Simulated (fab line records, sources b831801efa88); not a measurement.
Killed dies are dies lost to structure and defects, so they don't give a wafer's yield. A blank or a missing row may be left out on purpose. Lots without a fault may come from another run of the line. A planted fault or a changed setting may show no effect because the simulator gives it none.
fab line records | flow gf180mcu
record lots=15 wafers=45 last_day=34
route steps=602 shown V4@502 MIM@512 M5@530
lots that met no fault: from a run of the same line without faults
start_h: hours from the record's first day to the start of the lot's first wafer shown | wait_h: hours since the lot's step before | " the same as in the row above | L1.1+2: a row that stands for several wafers | - no value, or no start given | * or withheld: withheld | < > ~ a bound
route shown NAME@n: a module of which the file shows steps, and the number in the route of the first | usual: mean/standard deviation of fault-free wafers | same: alike in all rows | chamber/n: place in a boat | sites: the reading at each site | _std_site: their standard deviation | _edge_site: outer sites' mean less inner sites' | radius_mm: how far each site lies from the wafer's centre | mask NAME#n: copy n | behind: the tool/chamber that last shaped the wafer | hold: why the lot was held/for how many hours/how that ended | device: the transistor (n, p or np) that didn't switch | end of line: the same wafers' tests at the end of the route | a step without rows: its recipe alone | killed: dies lost to structure and defects at the first sort, not the wafer's yield | map: a wafer's dies, x killed, . not, _ none there
set.NAME: the setting as run; set.NAME@STEP: as run at that earlier step | model.NAME: the simulator's own value behind a step, which no gauge read
steps of the route over a sample of lots; a table a step, a row a wafer
services: from which hour (start_h, from the record's first day; less than 0 if before it) a tool's chamber was out of use, for how many hours, and why
## steps
# step GF_V4_CMP_26
# recipe stop_on=SiO2 down_force_psi=3.5 platen_rpm=60 t_overpolish_s=15 target_thk_nm=0 pad_velocity_m_s=0.94248
# usual motor_current_A=10.8/0.87 overpolish_run_s=14.999/0.0091 time_to_endpoint_s=86/4.3
# columns lot.wafer tool chamber start_h wait_h motor_current_A overpolish_run_s time_to_endpoint_s
L171.4 cmp-01 2 560.44 0.1 11.1 14.992 91
L171.1 " 3 " " 10.2 14.994 84
L171.6 " 1 " " 11.4 14.996 92
L172.1 cmp-01 0 568.65 0.1 11.4 14.991 78
L172.2 " 2 " " 11.4 15.003 86
L172.4 " 3 " " 10.3 14.992 82
L173.1 cmp-01 1 571.39 0.1 11.7 14.983 93
L173.4 " 2 " " 11.4 14.994 90
L173.2 " 3 " " 9.9 15.007 87
L177.4 cmp-01 2 611.92 0.1 11.4 15.004 90
L177.1 " 3 " " 10.2 14.996 84
L177.5 " 2 " " 11.5 15.017 85
L180.1 cmp-01 0 640.51 0.1 11.0 15.009 80
L180.3 " 1 " " 11.5 14.975 94
L180.2 " 2 " " 11.4 14.998 87
L179.4 cmp-02 0 641.89 0.0 10.2 14.998 93
L179.2 " 2 " " 9.3 14.995 87
L179.6 " 1 " " 11.6 15.011 83
L181.1 cmp-02 0 655.73 0.2 10.1 14.999 87
L181.5 " 1 " " 11.6 15.007 78
L181.6 " 2 " " 8.9 15.004 84
L182.1 cmp-01 2 660.18 0.1 12.0 14.995 90
L182.3 " 3 " " 10.8 14.999 88
L182.5 " 3 " " 10.0 14.998 86
L185.4 cmp-01 1 667.09 0.0 11.6 15.003 90
L185.1 " 3 " " 9.6 15.002 86
L185.5 " 2 " " 11.1 14.991 87
L184.3 cmp-02 3 667.44 0.0 10.8 15.002 85
L184.2 " 1 " " 11.6 14.990 79
L184.5 " 0 " " 9.9 14.993 88
L188.4 cmp-02 3 682.43 0.1 10.9 14.998 83
L188.5 " 2 " " 9.7 14.984 85
L188.6 " 3 " " 10.9 15.017 86
L191.1 cmp-02 1 700.03 0.1 12.0 15.007 80
L191.5 " 3 " " 10.9 14.983 85
L191.6 " 0 " " 10.2 14.994 89
L192.4 cmp-01 3 707.78 0.1 9.9 15.007 85
L192.5 " 2 " " 11.4 14.993 89
L192.6 " 3 " " 9.9 15.019 83
L193.4 cmp-02 1 712.60 0.0 11.8 14.996 79
L193.3 " 2 " " 9.1 14.987 84
L193.1 " 0 " " 9.6 14.998 85
L194.2 cmp-01 2 719.75 0.1 11.4 15.007 87
L194.3 " 0 " " 11.2 14.991 80
L194.5 " 2 " " 11.2 14.979 83
# step GF_MIM_SPUTTER_09
# recipe material=TiN target_thk_nm=35 power_w=6500 time_s=29.2 chamber_pressure_pa=0.4
# usual throttle_valve_pct=30.0/1.1
# columns lot.wafer tool chamber start_h wait_h throttle_valve_pct
L171.1 pvd_sputter-04 - 561.07 0.0 29.1
L171.4 " - " " 29.7
L171.6 " - " " 29.8
L172.1 pvd_sputter-01 - 569.33 0.0 31.1
L172.2 " - " " 31.7
L172.4 " - " " 29.4
L173.1 pvd_sputter-01 - 572.07 0.0 31.3
L173.2 " - " " 29.9
L173.4 " - " " 32.1
L177.1 pvd_sputter-02 - 612.55 0.0 29.8
L177.4 " - " " 30.4
L177.5 " - " " 27.5
L180.1 pvd_sputter-04 - 641.21 0.0 29.2
L180.2 " - " " 29.9
L180.3 " - " " 29.7
L179.2 pvd_sputter-04 - 642.57 0.0 29.5
L179.4 " - " " 28.6
L179.6 " - " " 29.9
L181.1 pvd_sputter-04 - 656.26 0.0 30.0
L181.5 " - " " 28.8
L181.6 " - " " 29.9
L182.1 pvd_sputter-04 - 660.86 0.0 29.9
L182.3 " - " " 29.1
L182.5 " - " " 29.6
L185.1 pvd_sputter-04 - 667.77 0.0 28.7
L185.4 " - " " 29.3
L185.5 " - " " 29.8
L184.2 pvd_sputter-01 - 668.12 0.0 30.7
L184.3 " - " " 31.8
L184.5 " - " " 30.5
L188.4 pvd_sputter-01 - 683.06 0.0 30.6
L188.5 " - " " 30.7
L188.6 " - " " 29.8
L191.1 pvd_sputter-02 - 700.61 0.0 30.0
L191.5 " - " " 29.8
L191.6 " - " " 27.4
L192.4 pvd_sputter-01 - 708.41 0.0 30.6
L192.5 " - " " 31.9
L192.6 " - " " 31.1
L193.1 pvd_sputter-01 - 713.28 0.0 30.8
L193.3 " - " " 31.1
L193.4 " - " " 32.0
L194.2 pvd_sputter-04 - 720.38 0.0 29.3
L194.3 " - " " 29.2
L194.5 " - " " 29.2
# step GF_M5_EXPOSE_04
# recipe mask_id=Metal5 target_cd_nm=280 na=0.68 source_shape=conventional sigma_outer=0.6 dose_mj=28
# usual exposure_dose_mJ_cm2=28.19/0.27 focus_offset_nm=-0.1/0.55 reticle_temp_C=22.99/0.1
# columns lot.wafer tool chamber start_h wait_h mask exposure_dose_mJ_cm2 focus_offset_nm reticle_temp_C
L171.1 krf_scanner-01 0 594.09 - Metal5#0 27.94 -0.7 23.03
L171.4 " 0 " " Metal5#0 27.96 -0.1 22.88
L171.6 " 0 " " Metal5#0 27.96 -0.4 22.88
L172.1 krf_scanner-02 0 601.42 - Metal5#0 28.55 0.9 23.02
L172.2 " 0 " " Metal5#0 28.52 -0.2 22.96
L172.4 " 0 " " Metal5#0 28.53 0.0 22.92
L173.1 krf_scanner-02 0 603.01 - Metal5#0 28.55 0.8 23.04
L173.2 " 0 " " Metal5#0 28.59 0.9 22.90
L173.4 " 0 " " Metal5#0 28.51 0.5 22.92
L177.1 krf_scanner-01 0 642.87 - Metal5#0 27.95 0.5 23.08
L177.4 " 0 " " Metal5#0 27.99 -0.2 22.95
L177.5 " 0 " " Metal5#0 27.93 -0.8 22.87
L180.1 krf_scanner-02 0 669.67 - Metal5#0 28.54 0.4 22.89
L180.2 " 0 " " Metal5#0 28.56 -0.1 22.82
L180.3 " 0 " " Metal5#0 28.56 -0.8 23.09
L179.2 krf_scanner-01 0 671.58 - Metal5#0 27.98 0.6 22.87
L179.4 " 0 " " Metal5#0 28.03 0.3 22.99
L179.6 " 0 " " Metal5#0 27.95 -1.0 22.94
L181.1 krf_scanner-02 0 685.00 - Metal5#0 28.55 -0.4 22.81
L181.5 " 0 " " Metal5#0 28.57 -0.3 23.06
L181.6 " 0 " " Metal5#0 28.53 0.0 23.15
L182.1 krf_scanner-02 0 688.41 - Metal5#0 28.52 0.3 23.13
L182.3 " 0 " " Metal5#0 28.51 0.9 23.01
L182.5 " 0 " " Metal5#0 28.54 0.7 23.01
L185.1 krf_scanner-02 - 697.48 - Metal5#0 - - -
L185.4 " - " " Metal5#0 - - -
L185.5 " - " " Metal5#0 - - -
L184.2 krf_scanner-02 - 697.95 - Metal5#0 - - -
L184.3 " - " " Metal5#0 - - -
L184.5 " - " " Metal5#0 - - -
L188.4 krf_scanner-01 - 711.31 - Metal5#0 - - -
L188.5 " - " " Metal5#0 - - -
L188.6 " - " " Metal5#0 - - -
L191.1 krf_scanner-01 0 727.09 - Metal5#0 27.99 0.3 23.07
L191.5 " 0 " " Metal5#0 27.99 -0.1 23.04
L191.6 " 0 " " Metal5#0 27.97 -0.4 23.04
L192.4 krf_scanner-01 0 736.09 - Metal5#0 27.95 -0.5 23.27
L192.5 " 0 " " Metal5#0 27.97 0.0 23.05
L192.6 " 0 " " Metal5#0 28.00 -0.7 22.94
L193.1 krf_scanner-01 0 740.53 - Metal5#0 27.96 -0.6 23.01
L193.3 " 0 " " Metal5#0 27.94 -0.1 23.20
L193.4 " 0 " " Metal5#0 27.97 -0.2 23.14
L194.2 krf_scanner-02 0 746.82 - Metal5#0 28.55 -0.4 22.94
L194.3 " 0 " " Metal5#0 28.56 0.2 23.04
L194.5 " 0 " " Metal5#0 28.57 -0.6 23.04
# step GF_M5_CD_MEAS_07
# recipe target_cd_nm=280
# usual cd_nm=279.4/0.91
# columns lot.wafer tool chamber start_h wait_h cd_nm
L171.1 cd_sem-01 - 603.54 0.1 279.6
L171.4 " - " " 279.8
L171.6 " - " " 278.9
L172.1 cd_sem-02 - 611.01 0.1 278.1
L172.2 " - " " 278.7
L172.4 " - " " 278.4
L173.1 cd_sem-02 - 613.64 0.1 279.7
L173.2 " - " " 278.7
L173.4 " - " " 280.4
L177.1 cd_sem-01 - 652.24 0.1 280.4
L177.4 " - " " 281.4
L177.5 " - " " 280.1
L180.1 cd_sem-01 - 679.58 0.1 279.6
L180.2 " - " " 279.6
L180.3 " - " " 280.7
L179.2 cd_sem-02 - 680.98 0.1 278.6
L179.4 " - " " 278.3
L179.6 " - " " 278.4
L181.1 cd_sem-01 - 693.96 0.1 279.1
L181.5 " - " " 280.4
L181.6 " - " " 279.3
L182.1 cd_sem-02 - 698.31 0.1 279.5
L182.3 " - " " 278.9
L182.5 " - " " 278.9
L185.1 cd_sem-02 - 705.99 0.1 -
L185.4 " - " " -
L185.5 " - " " -
L184.2 cd_sem-02 - 706.36 0.1 -
L184.3 " - " " -
L184.5 " - " " -
L188.4 cd_sem-01 - 720.52 0.1 -
L188.5 " - " " -
L188.6 " - " " -
L191.1 cd_sem-02 - 735.94 0.1 279.9
L191.5 " - " " 280.0
L191.6 " - " " 279.1
L192.4 cd_sem-02 - 744.27 0.1 278.8
L192.5 " - " " 279.4
L192.6 " - " " 279.0
L193.1 cd_sem-01 - 748.46 0.1 280.1
L193.3 " - " " 279.4
L193.4 " - " " 280.1
L194.2 cd_sem-02 - 755.36 0.1 278.3
L194.3 " - " " 278.6
L194.5 " - " " 277.5
## services
# columns tool chamber start_h hours kind
cmp-02 - 538.27 1.2 repair
cmp-01 - 544.59 4.8 pm
cmp-02 - 560.83 0.2 repair
cmp-02 - 572.00 4.0 pm
krf_scanner-02 - 576.00 0.8 pm
krf_scanner-01 - 579.52 1.3 pm
pvd_sputter-04 - 590.77 3.4 repair
krf_scanner-02 - 596.73 1.0 pm
cmp-01 - 612.90 0.3 repair
krf_scanner-02 - 625.14 1.3 pm
cmp-01 - 629.91 1.7 repair
krf_scanner-01 - 630.55 1.0 pm
cmp-02 - 633.20 1.1 repair
krf_scanner-02 - 639.22 6.0 repair
krf_scanner-01 - 646.52 0.8 pm
krf_scanner-02 - 654.11 0.7 repair
cmp-02 - 662.42 4.5 pm
krf_scanner-01 - 674.34 4.0 pm
cmp-02 - 685.39 0.6 repair
krf_scanner-02 - 701.33 0.8 repair
cmp-01 - 712.49 1.9 repair
pvd_sputter-01 - 743.63 3.3 repair
cmp-01 - 744.50 4.0 pm
krf_scanner-02 - 744.72 0.8 pm
## key
first_sign step=GF_M5_EXPOSE_04 reading=tool_record direction=missing
effect none on later readings
met_at GF_M5_EXPOSE_04
struck_lots L184,L185,L188
later_rows_left_out L184.2,L184.3,L184.5,L185.1,L185.4,L185.5,L188.4,L188.5,L188.6
sort_left_out L184.2,L184.3,L184.5,L185.1,L185.4,L185.5,L188.4,L188.5,L188.6
not_acting_at GF_V4_CMP_26,GF_MIM_SPUTTER_09,GF_M5_CD_MEAS_07
onset_between 688.41 697.48
fault kind=skipped_step_whole tool=krf_scanner-01,krf_scanner-02 chamber=- onset_h=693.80 steps=GF_M5_EXPOSE_04 scope=struck_lots_only
# sort_left_out: the simulated sort isn't trusted on such a fault, so these wafers' sort isn't shown, and their yield isn't known
# later_rows_left_out: the simulator's readings of these wafers behind a module that went badly wrong aren't trusted and aren't shown, but for the sort
